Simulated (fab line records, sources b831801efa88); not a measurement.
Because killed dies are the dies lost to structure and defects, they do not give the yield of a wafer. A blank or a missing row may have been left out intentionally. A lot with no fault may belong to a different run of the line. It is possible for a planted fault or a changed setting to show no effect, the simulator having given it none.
Which of the tools did it? / flow sky130 / 11 lots with 33 wafers sampled at 5 steps, on a route of 708 steps

WHAT EACH GAUGE READ, for each wafer
Not one reading of a measure or inspect step in the record can be checked against a usual standard deviation.

WHICH TOOL RAN EACH LOT (tool, then ch and the chambers of the sampled wafers, then the start)
lot=L372; SKY_METAL5_SPUTTER_00=pvdSputter-04, day 43 07:50; SKY_METAL5_DESCUM_14=rieMetal-01 ch 0,1, day 44 06:40; SKY_METAL5_METAL_ETCH_15=rieMetal-01 ch 0,1, day 44 06:42; SKY_METAL5_STRIP_16=plasmaAsher-02 ch 0,1, day 44 06:56; SKY_PAD_OPEN_PROBE_99=-
lot=L374; SKY_METAL5_SPUTTER_00=pvdSputter-04, day 43 19:06; SKY_METAL5_DESCUM_14=rieMetal-02 ch 1, day 44 17:10; SKY_METAL5_METAL_ETCH_15=rieMetal-02 ch 1, day 44 17:14; SKY_METAL5_STRIP_16=plasmaAsher-04 ch 0,1, day 44 17:42; SKY_PAD_OPEN_PROBE_99=-
lot=L378; SKY_METAL5_SPUTTER_00=pvdSputter-02, day 45 01:11; SKY_METAL5_DESCUM_14=rieMetal-04 ch 0,1, day 45 20:34; SKY_METAL5_METAL_ETCH_15=rieMetal-04 ch 0,1, day 45 20:36; SKY_METAL5_STRIP_16=plasmaAsher-04 ch 0,1, day 45 20:50; SKY_PAD_OPEN_PROBE_99=-
lot=L379; SKY_METAL5_SPUTTER_00=pvdSputter-04, day 45 13:13; SKY_METAL5_DESCUM_14=rieMetal-01 ch 0,1, day 46 10:11; SKY_METAL5_METAL_ETCH_15=rieMetal-01 ch 0,1, day 46 10:17; SKY_METAL5_STRIP_16=plasmaAsher-01 ch 0,1, day 46 10:28; SKY_PAD_OPEN_PROBE_99=prober-02, day 48 05:23
lot=L385; SKY_METAL5_SPUTTER_00=pvdSputter-02, day 46 18:19; SKY_METAL5_DESCUM_14=rieMetal-04 ch 0,1, day 47 14:04; SKY_METAL5_METAL_ETCH_15=rieMetal-04 ch 0,1, day 47 14:06; SKY_METAL5_STRIP_16=plasmaAsher-02 ch 0,1, day 47 14:20; SKY_PAD_OPEN_PROBE_99=-
lot=L387; SKY_METAL5_SPUTTER_00=pvdSputter-01, day 47 11:38; SKY_METAL5_DESCUM_14=rieMetal-02 ch 1, day 48 07:19; SKY_METAL5_METAL_ETCH_15=rieMetal-02 ch 1, day 48 07:21; SKY_METAL5_STRIP_16=plasmaAsher-04 ch 0,1, day 48 07:35; SKY_PAD_OPEN_PROBE_99=prober-02, day 50 00:08
lot=L388; SKY_METAL5_SPUTTER_00=pvdSputter-01, day 47 12:40; SKY_METAL5_DESCUM_14=rieMetal-02 ch 0,1, day 48 08:43; SKY_METAL5_METAL_ETCH_15=rieMetal-02 ch 0,1, day 48 08:45; SKY_METAL5_STRIP_16=plasmaAsher-02 ch 0,1, day 48 08:59; SKY_PAD_OPEN_PROBE_99=prober-01, day 50 01:32
lot=L389; SKY_METAL5_SPUTTER_00=pvdSputter-02, day 47 16:42; SKY_METAL5_DESCUM_14=rieMetal-01 ch 0, day 48 12:31; SKY_METAL5_METAL_ETCH_15=rieMetal-01 ch 0, day 48 12:35; SKY_METAL5_STRIP_16=plasmaAsher-04 ch 0,1, day 48 13:04; SKY_PAD_OPEN_PROBE_99=-
lot=L393; SKY_METAL5_SPUTTER_00=pvdSputter-02, day 49 04:55; SKY_METAL5_DESCUM_14=rieMetal-01 ch 0,1, day 49 22:55; SKY_METAL5_METAL_ETCH_15=rieMetal-01 ch 0,1, day 49 22:57; SKY_METAL5_STRIP_16=plasmaAsher-04 ch 0,1, day 49 23:11; SKY_PAD_OPEN_PROBE_99=-
lot=L394; SKY_METAL5_SPUTTER_00=pvdSputter-04, day 49 05:16; SKY_METAL5_DESCUM_14=rieMetal-04 ch 1, day 49 23:13; SKY_METAL5_METAL_ETCH_15=rieMetal-04 ch 1, day 49 23:15; SKY_METAL5_STRIP_16=plasmaAsher-01 ch 0,1, day 49 23:29; SKY_PAD_OPEN_PROBE_99=-
lot=L395; SKY_METAL5_SPUTTER_00=pvdSputter-01, day 49 09:35; SKY_METAL5_DESCUM_14=rieMetal-02 ch 0, day 50 03:18; SKY_METAL5_METAL_ETCH_15=rieMetal-02 ch 0, day 50 03:34; SKY_METAL5_STRIP_16=plasmaAsher-02 ch 0,1, day 50 03:50; SKY_PAD_OPEN_PROBE_99=-
- SKY_METAL5_SPUTTER_00: material Ti, target thk 15 nm, time 10 s.
- SKY_METAL5_DESCUM_14: chemistry O2, time 11 s.
- SKY_METAL5_METAL_ETCH_15: etches the open film in Cl2/BCl3, stops on SiO2, target depth 1260 nm, time 252 s.
- SKY_METAL5_STRIP_16: strips in O2/N2.
- SKY_PAD_OPEN_PROBE_99

WHAT THE TOOLS THEMSELVES READ (means of the sampled wafers that have a number; where no wafer has one, the mark that the record gives instead)
SKY_METAL5_SPUTTER_00. Usual: 29.5 % for throttleValvePct, sd 1.1.
lot=L372; tool=pvdSputter-04; throttleValvePct (%)=30.2; flag=
lot=L374; tool=pvdSputter-04; throttleValvePct (%)=30.2; flag=
lot=L378; tool=pvdSputter-02; throttleValvePct (%)=30.1; flag=
lot=L379; tool=pvdSputter-04; throttleValvePct (%)=29.4; flag=
lot=L385; tool=pvdSputter-02; throttleValvePct (%)=28.5; flag=
lot=L387; tool=pvdSputter-01; throttleValvePct (%)=30.2; flag=
lot=L388; tool=pvdSputter-01; throttleValvePct (%)=30.3; flag=
lot=L389; tool=pvdSputter-02; throttleValvePct (%)=28.9; flag=
lot=L393; tool=pvdSputter-02; throttleValvePct (%)=29.1; flag=
lot=L394; tool=pvdSputter-04; throttleValvePct (%)=29.4; flag=
lot=L395; tool=pvdSputter-01; throttleValvePct (%)=30.0; flag=

SKY_METAL5_DESCUM_14. Usual: chamberPressureMTorr 9.999 mTorr, standard deviation 0.0095; drypumpMotorCurrentA 5.61 A, standard deviation 0.27; oesProductAu 1.003 a.u., standard deviation 0.01.
lot=L372; tool=rieMetal-01; chamberPressureMTorr (mTorr)=10.008; drypumpMotorCurrentA (A)=5.82; oesProductAu (a.u.)=1.015; flag=
lot=L374; tool=rieMetal-02; chamberPressureMTorr (mTorr)=9.997; drypumpMotorCurrentA (A)=5.48; oesProductAu (a.u.)=0.996; flag=
lot=L378; tool=rieMetal-04; chamberPressureMTorr (mTorr)=9.998; drypumpMotorCurrentA (A)=5.28; oesProductAu (a.u.)=0.998; flag=
lot=L379; tool=rieMetal-01; chamberPressureMTorr (mTorr)=10.006; drypumpMotorCurrentA (A)=5.82; oesProductAu (a.u.)=1.020; flag=
lot=L385; tool=rieMetal-04; chamberPressureMTorr (mTorr)=10.000; drypumpMotorCurrentA (A)=5.27; oesProductAu (a.u.)=0.998; flag=
lot=L387; tool=rieMetal-02; chamberPressureMTorr (mTorr)=10.001; drypumpMotorCurrentA (A)=5.49; oesProductAu (a.u.)=1.007; flag=
lot=L388; tool=rieMetal-02; chamberPressureMTorr (mTorr)=10.002; drypumpMotorCurrentA (A)=5.66; oesProductAu (a.u.)=0.998; flag=
lot=L389; tool=rieMetal-01; chamberPressureMTorr (mTorr)=10.002; drypumpMotorCurrentA (A)=5.71; oesProductAu (a.u.)=1.009; flag=
lot=L393; tool=rieMetal-01; chamberPressureMTorr (mTorr)=9.998; drypumpMotorCurrentA (A)=5.81; oesProductAu (a.u.)=1.002; flag=
lot=L394; tool=rieMetal-04; chamberPressureMTorr (mTorr)=10.004; drypumpMotorCurrentA (A)=5.19; oesProductAu (a.u.)=0.995; flag=
lot=L395; tool=rieMetal-02; chamberPressureMTorr (mTorr)=9.995; drypumpMotorCurrentA (A)=6.04; oesProductAu (a.u.)=0.987; flag=

SKY_METAL5_METAL_ETCH_15. Usual: chamberPressureMTorr 9.999 mTorr, standard deviation 0.0088; drypumpMotorCurrentA 5.61 A, standard deviation 0.27; oesProductAu 0.893 a.u., standard deviation 0.005; throttleValvePct 22.262 %, standard deviation 0.0085.
lot=L372; tool=rieMetal-01; chamberPressureMTorr (mTorr)=10.006; drypumpMotorCurrentA (A)=5.81; oesProductAu (a.u.)=0.896; throttleValvePct (%)=22.271; flag=
lot=L374; tool=rieMetal-02; chamberPressureMTorr (mTorr)=9.994; drypumpMotorCurrentA (A)=5.48; oesProductAu (a.u.)=0.896; throttleValvePct (%)=22.255; flag=
lot=L378; tool=rieMetal-04; chamberPressureMTorr (mTorr)=10.007; drypumpMotorCurrentA (A)=5.27; oesProductAu (a.u.)=0.894; throttleValvePct (%)=22.273; flag=
lot=L379; tool=rieMetal-01; chamberPressureMTorr (mTorr)=9.999; drypumpMotorCurrentA (A)=5.79; oesProductAu (a.u.)=0.885; throttleValvePct (%)=22.264; flag=
lot=L385; tool=rieMetal-04; chamberPressureMTorr (mTorr)=9.999; drypumpMotorCurrentA (A)=5.26; oesProductAu (a.u.)=0.891; throttleValvePct (%)=22.262; flag=
lot=L387; tool=rieMetal-02; chamberPressureMTorr (mTorr)=10.002; drypumpMotorCurrentA (A)=5.48; oesProductAu (a.u.)=0.892; throttleValvePct (%)=22.269; flag=
lot=L388; tool=rieMetal-02; chamberPressureMTorr (mTorr)=10.005; drypumpMotorCurrentA (A)=5.67; oesProductAu (a.u.)=0.895; throttleValvePct (%)=22.262; flag=
lot=L389; tool=rieMetal-01; chamberPressureMTorr (mTorr)=9.994; drypumpMotorCurrentA (A)=5.70; oesProductAu (a.u.)=0.891; throttleValvePct (%)=22.260; flag=
lot=L393; tool=rieMetal-01; chamberPressureMTorr (mTorr)=9.994; drypumpMotorCurrentA (A)=5.82; oesProductAu (a.u.)=0.893; throttleValvePct (%)=22.260; flag=
lot=L394; tool=rieMetal-04; chamberPressureMTorr (mTorr)=10.006; drypumpMotorCurrentA (A)=5.17; oesProductAu (a.u.)=0.898; throttleValvePct (%)=22.258; flag=
lot=L395; tool=rieMetal-02; chamberPressureMTorr (mTorr)=9.994; drypumpMotorCurrentA (A)=6.04; oesProductAu (a.u.)=0.896; throttleValvePct (%)=22.266; flag=

SKY_METAL5_STRIP_16. Usual: chamberPressureMTorr 1500.0 mTorr, standard deviation 1.5; drypumpMotorCurrentA 5.2 A, standard deviation 0.42; oesProductAu 0.710 a.u., standard deviation 0.0045; stripTimeToEndpointS 13.04 s, standard deviation 0.15.
lot=L372; tool=plasmaAsher-02; chamberPressureMTorr (mTorr)=1501.7; drypumpMotorCurrentA (A)=5.2; oesProductAu (a.u.)=0.711; stripTimeToEndpointS (s)=12.94; flag=
lot=L374; tool=plasmaAsher-04; chamberPressureMTorr (mTorr)=1499.4; drypumpMotorCurrentA (A)=5.0; oesProductAu (a.u.)=0.707; stripTimeToEndpointS (s)=13.11; flag=
lot=L378; tool=plasmaAsher-04; chamberPressureMTorr (mTorr)=1500.0; drypumpMotorCurrentA (A)=5.1; oesProductAu (a.u.)=0.708; stripTimeToEndpointS (s)=13.01; flag=
lot=L379; tool=plasmaAsher-01; chamberPressureMTorr (mTorr)=1499.8; drypumpMotorCurrentA (A)=5.0; oesProductAu (a.u.)=0.712; stripTimeToEndpointS (s)=12.81; flag=
lot=L385; tool=plasmaAsher-02; chamberPressureMTorr (mTorr)=1500.2; drypumpMotorCurrentA (A)=5.2; oesProductAu (a.u.)=0.712; stripTimeToEndpointS (s)=13.13; flag=
lot=L387; tool=plasmaAsher-04; chamberPressureMTorr (mTorr)=1501.0; drypumpMotorCurrentA (A)=5.0; oesProductAu (a.u.)=0.710; stripTimeToEndpointS (s)=13.08; flag=
lot=L388; tool=plasmaAsher-02; chamberPressureMTorr (mTorr)=1499.8; drypumpMotorCurrentA (A)=5.2; oesProductAu (a.u.)=0.714; stripTimeToEndpointS (s)=13.08; flag=
lot=L389; tool=plasmaAsher-04; chamberPressureMTorr (mTorr)=1499.0; drypumpMotorCurrentA (A)=5.1; oesProductAu (a.u.)=0.715; stripTimeToEndpointS (s)=12.90; flag=
lot=L393; tool=plasmaAsher-04; chamberPressureMTorr (mTorr)=1499.1; drypumpMotorCurrentA (A)=5.0; oesProductAu (a.u.)=0.707; stripTimeToEndpointS (s)=13.04; flag=
lot=L394; tool=plasmaAsher-01; chamberPressureMTorr (mTorr)=1500.8; drypumpMotorCurrentA (A)=5.5; oesProductAu (a.u.)=0.708; stripTimeToEndpointS (s)=13.21; flag=
lot=L395; tool=plasmaAsher-02; chamberPressureMTorr (mTorr)=1500.1; drypumpMotorCurrentA (A)=5.2; oesProductAu (a.u.)=0.715; stripTimeToEndpointS (s)=13.25; flag=

SKY_PAD_OPEN_PROBE_99. Usual: defectLimitedYield 82.3 %, standard deviation 1.8; killed_at_M0_to_M3 43, standard deviation 6; killed_at_M4_up 3.2, standard deviation 1.9; killedAtContacts 25, standard deviation 5.4; killedAtFrontEnd 15, standard deviation 4.5; killedAtOther 0.3, standard deviation 0.59; killedDies 87, standard deviation 8.7; killedOpen 47, standard deviation 6.7; killedShort 39, standard deviation 5.7; sort_bin_3_pad_short 0.9 %, standard deviation 0.43; sort_bin_5_function 10.4 %, standard deviation 1.4; sort_bin_6_memory 6.4 %, standard deviation 1.2; sortNPass 405, standard deviation 8.7; sortYieldPct 82.3 %, standard deviation 1.8.
lot=L379; tool=prober-02; defectLimitedYield (%)=81.5; killed_at_M0_to_M3=46; killed_at_M4_up=14.7; killedAtContacts=19; killedAtFrontEnd=11; killedAtOther=0.3; killedDies=91; killedOpen=41; killedShort=38; sort_bin_3_pad_short (%)=1.3; sort_bin_5_function (%)=11.1; sort_bin_6_memory (%)=6.1; sortNPass=401; sortYieldPct (%)=81.5; flag=OFF
lot=L387; tool=prober-02; defectLimitedYield (%)=82.1; killed_at_M0_to_M3=47; killed_at_M4_up=4.3; killedAtContacts=24; killedAtFrontEnd=12; killedAtOther=0.3; killedDies=88; killedOpen=47; killedShort=39; sort_bin_3_pad_short (%)=1.4; sort_bin_5_function (%)=10.1; sort_bin_6_memory (%)=6.4; sortNPass=404; sortYieldPct (%)=82.1; flag=
lot=L388; tool=prober-01; defectLimitedYield (%)=82.4; killed_at_M0_to_M3=42; killed_at_M4_up=3.0; killedAtContacts=28; killedAtFrontEnd=14; killedAtOther=0.0; killedDies=87; killedOpen=47; killedShort=39; sort_bin_3_pad_short (%)=0.6; sort_bin_5_function (%)=11.2; sort_bin_6_memory (%)=5.8; sortNPass=405; sortYieldPct (%)=82.4; flag=

THE ANSWER, worked out from the rows above alone
Rule: take the mean of a lot's wafers that have a number; if it is more than 3 standard deviations from the usual mean, the lot is off. A lot without any number at a reading at which 4 lots or more have one is off too. Where the step has rows for the other lots, those lots are counted as sound. After the gauges, taken in route order, come the tools' own readings; for these a lot's mean is taken, as printed above. The first step at which some lot is off is used, and at that step the reading that is off furthest; a lot without a number counts as furthest.
Off: L379, at SKY_PAD_OPEN_PROBE_99 (killed_at_M4_up). Neither off nor sound, because the step has no rows for them: L372, L374, L378, L385, L389, L393, L394, L395.
If a tool, at that step or one of the process steps before it, ran each lot that is off and ran no sound lot following the first of them, it fits. Can't be told from this: 3 tools fit, pvdSputter-04 at SKY_METAL5_SPUTTER_00, rieMetal-01 at SKY_METAL5_DESCUM_14 and SKY_METAL5_METAL_ETCH_15, plasmaAsher-01 at SKY_METAL5_STRIP_16.

WHAT THE SIMULATOR HAD INSERTED
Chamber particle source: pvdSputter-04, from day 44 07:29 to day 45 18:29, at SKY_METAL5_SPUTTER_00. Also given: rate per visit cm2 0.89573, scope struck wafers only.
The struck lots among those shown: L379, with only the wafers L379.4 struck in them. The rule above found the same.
